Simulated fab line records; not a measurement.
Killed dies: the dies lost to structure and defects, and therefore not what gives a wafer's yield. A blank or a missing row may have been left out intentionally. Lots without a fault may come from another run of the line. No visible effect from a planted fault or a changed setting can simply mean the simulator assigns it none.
Which of the tools did it? / flow gf180mcu / 14 lots with 42 wafers sampled at 4 steps, on a route of 602 steps

WHAT THE GAUGES SHOWED, per wafer
GF_VT_IMPLANT_OVL_MEAS_18. Usual: VT_IMPLANT_01_OVL -1.3 nm, standard deviation 1.9.
lot=L745; measured=day 6 04:55; on=overlay-01; VT_IMPLANT_01_OVL (nm)=3.3 2.9 3.9; flag=
lot=L746; measured=day 6 11:10; on=overlay-01; VT_IMPLANT_01_OVL (nm)=0.3 2.3 -0.5; flag=
lot=L747; measured=day 6 21:04; on=overlay-02; VT_IMPLANT_01_OVL (nm)=-2.1 -2.3 -0.8; flag=
lot=L748; measured=day 7 04:01; on=overlay-01; VT_IMPLANT_01_OVL (nm)=-1.4 -2.0 -2.7; flag=
lot=L749; measured=day 7 06:24; on=overlay-02; VT_IMPLANT_01_OVL (nm)=-1.8 -2.2 -1.6; flag=
lot=L750; measured=day 7 11:13; on=overlay-01; VT_IMPLANT_01_OVL (nm)=0.3 -1.1 1.0; flag=
lot=L751; measured=day 7 20:10; on=overlay-02; VT_IMPLANT_01_OVL (nm)=-0.4 -0.4 -2.4; flag=
lot=L755; measured=day 8 21:49; on=overlay-02; VT_IMPLANT_01_OVL (nm)=-1.2 -3.7 -2.5; flag=
lot=L760; measured=day 10 04:08; on=overlay-02; VT_IMPLANT_01_OVL (nm)=-3.6 -4.4 -2.8; flag=
lot=L762; measured=day 10 17:34; on=overlay-02; VT_IMPLANT_01_OVL (nm)=-2.7 -2.7 -2.3; flag=
lot=L765; measured=day 11 12:07; on=overlay-02; VT_IMPLANT_01_OVL (nm)=-1.4 -0.2 -1.6; flag=
lot=L766; measured=day 11 17:19; on=overlay-01; VT_IMPLANT_01_OVL (nm)=-0.6 -0.4 0.0; flag=
lot=L767; measured=day 12 01:16; on=overlay-01; VT_IMPLANT_01_OVL (nm)=-1.4 -2.9 -1.3; flag=
lot=L768; measured=day 12 06:01; on=overlay-01; VT_IMPLANT_01_OVL (nm)=0.5 0.6 1.9; flag=

GF_POLY_GATE_OVL_MEAS_11. Usual: POLY_GATE_OVL -1 nm, standard deviation 4.5.
lot=L745; measured=day 9 03:31; on=overlay-01; POLY_GATE_OVL (nm)=7 1 6; flag=
lot=L746; measured=day 9 10:31; on=overlay-02; POLY_GATE_OVL (nm)=0 -4 -1; flag=
lot=L747; measured=day 10 08:21; on=overlay-02; POLY_GATE_OVL (nm)=2 0 -7; flag=
lot=L748; measured=day 10 08:14; on=overlay-01; POLY_GATE_OVL (nm)=-4 -3 -1; flag=
lot=L749; measured=day 10 08:46; on=overlay-02; POLY_GATE_OVL (nm)=-1 -4 -2; flag=
lot=L750; measured=day 11 01:07; on=overlay-02; POLY_GATE_OVL (nm)=-10 -4 -9; flag=
lot=L751; measured=day 11 01:22; on=overlay-01; POLY_GATE_OVL (nm)=-7 -4 0; flag=
lot=L755; measured=day 12 00:57; on=overlay-01; POLY_GATE_OVL (nm)=1 -3 8; flag=
lot=L760; measured=day 13 13:02; on=overlay-02; POLY_GATE_OVL (nm)=-1 -11 -1; flag=
lot=L762; measured=day 14 04:36; on=overlay-01; POLY_GATE_OVL (nm)=0 -2 0; flag=
lot=L765; measured=day 15 02:59; on=overlay-02; POLY_GATE_OVL (nm)=0 6 -5; flag=
lot=L766; measured=day 15 09:29; on=overlay-01; POLY_GATE_OVL (nm)=-7 -5 -3; flag=
lot=L767; measured=day 15 18:34; on=overlay-01; POLY_GATE_OVL (nm)=6 -4 5; flag=
lot=L768; measured=day 16 02:37; on=overlay-01; POLY_GATE_OVL (nm)=2 7 0; flag=

TOOL THAT RAN EACH LOT (tool first, then ch and the chambers of the sampled wafers, then the start)
lot=L745; GF_STI_STRIP_15=plasma asher-01 ch 0,1, day 2 01:28; GF_DNWELL_IMPLANT_07=implanter-03 ch 0, day 2 18:34
lot=L746; GF_STI_STRIP_15=plasma asher-03 ch 0,1, day 2 06:17; GF_DNWELL_IMPLANT_07=implanter-02 ch 0, day 2 23:08
lot=L747; GF_STI_STRIP_15=plasma asher-04 ch 0,1, day 2 11:45; GF_DNWELL_IMPLANT_07=implanter-01 ch 0, day 3 07:38
lot=L748; GF_STI_STRIP_15=plasma asher-03 ch 0,1, day 2 17:28; GF_DNWELL_IMPLANT_07=implanter-01 ch 0, day 3 12:22
lot=L749; GF_STI_STRIP_15=plasma asher-01 ch 0,1, day 2 22:23; GF_DNWELL_IMPLANT_07=implanter-02 ch 0, day 3 16:19
lot=L750; GF_STI_STRIP_15=plasma asher-03 ch 0,1, day 3 02:46; GF_DNWELL_IMPLANT_07=implanter-02 ch 0, day 3 20:59
lot=L751; GF_STI_STRIP_15=plasma asher-03 ch 0,1, day 3 09:47; GF_DNWELL_IMPLANT_07=implanter-02 ch 0, day 4 02:08
lot=L755; GF_STI_STRIP_15=plasma asher-01 ch 0,1, day 4 04:39; GF_DNWELL_IMPLANT_07=implanter-02 ch 0, day 4 22:14
lot=L760; GF_STI_STRIP_15=plasma asher-01 ch 0,1, day 5 07:38; GF_DNWELL_IMPLANT_07=implanter-01 ch 0, day 6 02:58
lot=L762; GF_STI_STRIP_15=plasma asher-04 ch 0,1, day 5 17:42; GF_DNWELL_IMPLANT_07=implanter-03 ch 0, day 6 13:20
lot=L765; GF_STI_STRIP_15=plasma asher-01 ch 1, day 6 09:42; GF_DNWELL_IMPLANT_07=implanter-03 ch 0, day 7 06:18
lot=L766; GF_STI_STRIP_15=plasma asher-03 ch 0,1, day 6 13:23; GF_DNWELL_IMPLANT_07=implanter-03 ch 0, day 7 09:57
lot=L767; GF_STI_STRIP_15=plasma asher-04 ch 0,1, day 6 20:01; GF_DNWELL_IMPLANT_07=implanter-03 ch 0, day 7 16:29
lot=L768; GF_STI_STRIP_15=plasma asher-01 ch 0,1, day 6 23:56; GF_DNWELL_IMPLANT_07=implanter-01 ch 0, day 7 20:11
- GF_STI_STRIP_15: strips in O2/N2.
- GF_DNWELL_IMPLANT_07

WHAT THE TOOLS THEMSELVES READ (means of the sampled wafers that have a number; where no wafer has one, the mark that the record gives instead)
GF_STI_STRIP_15. Usual: drypump motor current A 5.6 A, standard deviation 0.43; heater power w 345 W, standard deviation 24; oes product au 0.384 a.u., standard deviation 0.0047; strip time to endpoint s 3.72 s, standard deviation 0.046.
lot=L745; tool=plasma asher-01; drypump motor current A (A)=5.8; heater power w (W)=336; oes product au (a.u.)=0.387; strip time to endpoint s (s)=3.77; flag=
lot=L746; tool=plasma asher-03; drypump motor current A (A)=5.9; heater power w (W)=344; oes product au (a.u.)=0.383; strip time to endpoint s (s)=3.70; flag=
lot=L747; tool=plasma asher-04; drypump motor current A (A)=5.4; heater power w (W)=374; oes product au (a.u.)=0.387; strip time to endpoint s (s)=3.73; flag=
lot=L748; tool=plasma asher-03; drypump motor current A (A)=5.8; heater power w (W)=350; oes product au (a.u.)=0.381; strip time to endpoint s (s)=3.69; flag=
lot=L749; tool=plasma asher-01; drypump motor current A (A)=5.8; heater power w (W)=334; oes product au (a.u.)=0.383; strip time to endpoint s (s)=3.75; flag=
lot=L750; tool=plasma asher-03; drypump motor current A (A)=5.8; heater power w (W)=355; oes product au (a.u.)=0.379; strip time to endpoint s (s)=3.68; flag=
lot=L751; tool=plasma asher-03; drypump motor current A (A)=5.8; heater power w (W)=345; oes product au (a.u.)=0.388; strip time to endpoint s (s)=3.72; flag=
lot=L755; tool=plasma asher-01; drypump motor current A (A)=5.6; heater power w (W)=321; oes product au (a.u.)=0.382; strip time to endpoint s (s)=3.70; flag=
lot=L760; tool=plasma asher-01; drypump motor current A (A)=5.8; heater power w (W)=334; oes product au (a.u.)=0.390; strip time to endpoint s (s)=3.76; flag=
lot=L762; tool=plasma asher-04; drypump motor current A (A)=5.1; heater power w (W)=356; oes product au (a.u.)=0.381; strip time to endpoint s (s)=3.67; flag=
lot=L765; tool=plasma asher-01; drypump motor current A (A)=6.1; heater power w (W)=336; oes product au (a.u.)=0.385; strip time to endpoint s (s)=3.71; flag=
lot=L766; tool=plasma asher-03; drypump motor current A (A)=5.8; heater power w (W)=348; oes product au (a.u.)=0.382; strip time to endpoint s (s)=3.70; flag=
lot=L767; tool=plasma asher-04; drypump motor current A (A)=5.1; heater power w (W)=357; oes product au (a.u.)=0.385; strip time to endpoint s (s)=3.72; flag=
lot=L768; tool=plasma asher-01; drypump motor current A (A)=5.8; heater power w (W)=329; oes product au (a.u.)=0.379; strip time to endpoint s (s)=3.73; flag=

GF_DNWELL_IMPLANT_07. Usual: beam energy keV at 1500.1, with a standard deviation of 0.44.
lot=L745; tool=implanter-03; beam energy keV=1500.0; flag=
lot=L746; tool=implanter-02; beam energy keV=1499.9; flag=
lot=L747; tool=implanter-01; beam energy keV=1499.9; flag=
lot=L748; tool=implanter-01; beam energy keV=1500.4; flag=
lot=L749; tool=implanter-02; beam energy keV=1500.6; flag=
lot=L750; tool=implanter-02; beam energy keV=1500.4; flag=
lot=L751; tool=implanter-02; beam energy keV=1568.8; flag=OFF
lot=L755; tool=implanter-02; beam energy keV=1568.6; flag=OFF
lot=L760; tool=implanter-01; beam energy keV=1500.5; flag=
lot=L762; tool=implanter-03; beam energy keV=1499.6; flag=
lot=L765; tool=implanter-03; beam energy keV=1499.5; flag=
lot=L766; tool=implanter-03; beam energy keV=1499.9; flag=
lot=L767; tool=implanter-03; beam energy keV=1500.4; flag=
lot=L768; tool=implanter-01; beam energy keV=1500.0; flag=

THE ANSWER, worked out from the rows above alone
Rule: lot off if the mean of its wafers having a number is beyond 3 standard deviations from the usual mean. A lot without any number at a reading at which 4 lots or more have one is off too. The other lots that the step has rows for count as sound. The gauges are gone through in route order, then the tools' own readings, and for those a lot's mean is taken as printed above. At the first step where some lot is off, the reading lying furthest off is the one used; lots without a number count as furthest.
Off: L751, L755, at GF_DNWELL_IMPLANT_07 (beam energy keV).
A tool fits if, at that step or a process step before it, it ran every lot that is off, and no sound lot after the first of them. One fits: implanter-02 at GF_DNWELL_IMPLANT_07. Its last sound lot is L750 (day 3 20:59), its first lot that is off L751 (day 4 02:08): a fault that began between those two fits.
The tool's own readings at GF_DNWELL_IMPLANT_07 bear it out: on the lots that are off they differ by more than 5 times the standard deviation of the sound lots' means. beam energy keV reads 1568.7 there against 1500.1 on the sound lots.

WHAT WAS PUT IN BY THE SIMULATOR
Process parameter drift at GF_DNWELL_IMPLANT_07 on implanter-02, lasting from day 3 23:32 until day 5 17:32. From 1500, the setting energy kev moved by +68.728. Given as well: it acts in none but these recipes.
Lots struck among those shown: L751, L755. This agrees with what the rule above found.
